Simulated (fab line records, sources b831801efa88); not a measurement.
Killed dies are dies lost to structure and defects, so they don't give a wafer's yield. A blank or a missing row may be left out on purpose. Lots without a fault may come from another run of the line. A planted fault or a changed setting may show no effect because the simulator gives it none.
Which tool did it? | flow gf180mcu | 6 lots, 18 wafers sampled, at 4 steps of a route of 602

WHAT THE GAUGES READ, wafer by wafer
GF_M3_OVL_MEAS_15.
lot  | measured     | on         | M3_OVL (nm)
L875 | day 22 00:19 | overlay-01 | 0 3 -13
L880 | day 23 17:07 | overlay-02 | -10 0 -3
L888 | day 26 06:43 | overlay-01 | -8 -10 -23
L891 | day 27 03:07 | overlay-01 | -21 -10 1
L894 | day 27 21:40 | overlay-01 | 7 4 0
L897 | day 28 21:59 | overlay-02 | -5 -1 -8

WHICH TOOL RAN EACH LOT (tool, then ch and the chambers of the sampled wafers, then the start)
lot  | GF_V2_SPUTTER_22             | GF_V2_CVD_23                  | GF_M3_EXPOSE_11
L875 | pvd_sputter-02, day 20 23:31 | cvd_w-01 ch 1, day 20 23:34   | krf_scanner-01 ch 0, day 21 12:28
L880 | pvd_sputter-03, day 22 17:20 | cvd_w-01 ch 0,1, day 22 17:22 | krf_scanner-02 ch 0, day 23 05:51
L888 | pvd_sputter-04, day 25 08:31 | cvd_w-02 ch 0,1, day 25 08:33 | krf_scanner-01 ch 0, day 25 20:04
L891 | pvd_sputter-04, day 26 05:29 | cvd_w-02 ch 0,1, day 26 05:31 | krf_scanner-01 ch 0, day 26 16:56
L894 | pvd_sputter-04, day 27 01:08 | cvd_w-01 ch 0, day 27 01:10   | krf_scanner-01 ch 0, day 27 11:32
L897 | pvd_sputter-04, day 28 00:53 | cvd_w-01 ch 0,1, day 28 00:58 | krf_scanner-01 ch 0, day 28 11:23
- GF_V2_SPUTTER_22: material TiN, target thk 10 nm, time 40 s.
- GF_V2_CVD_23: deposits W, target thk 350 nm, time 104.94 s.
- GF_M3_EXPOSE_11: exposes mask Metal3, target cd 280 nm.

THE ANSWER, worked out from the rows above alone
Rule: what is usual is taken from the lots themselves. Put in order of their means at a reading, lots are off if they are a third of the lots or fewer, leave a main group of 4 or more, and stand apart from it by a gap of 3 or more times the standard deviation of the main group's means; of several such gaps the widest counts. A main group whose means are all the same, to the digits that the tables above print for the reading, isn't used. A lot without any number at a reading at which 4 lots or more have one is off too. The other lots that the step has rows for count as sound.
No lot is off at any reading shown: from this, nothing can be told.

WHAT THE SIMULATOR HAD PUT IN
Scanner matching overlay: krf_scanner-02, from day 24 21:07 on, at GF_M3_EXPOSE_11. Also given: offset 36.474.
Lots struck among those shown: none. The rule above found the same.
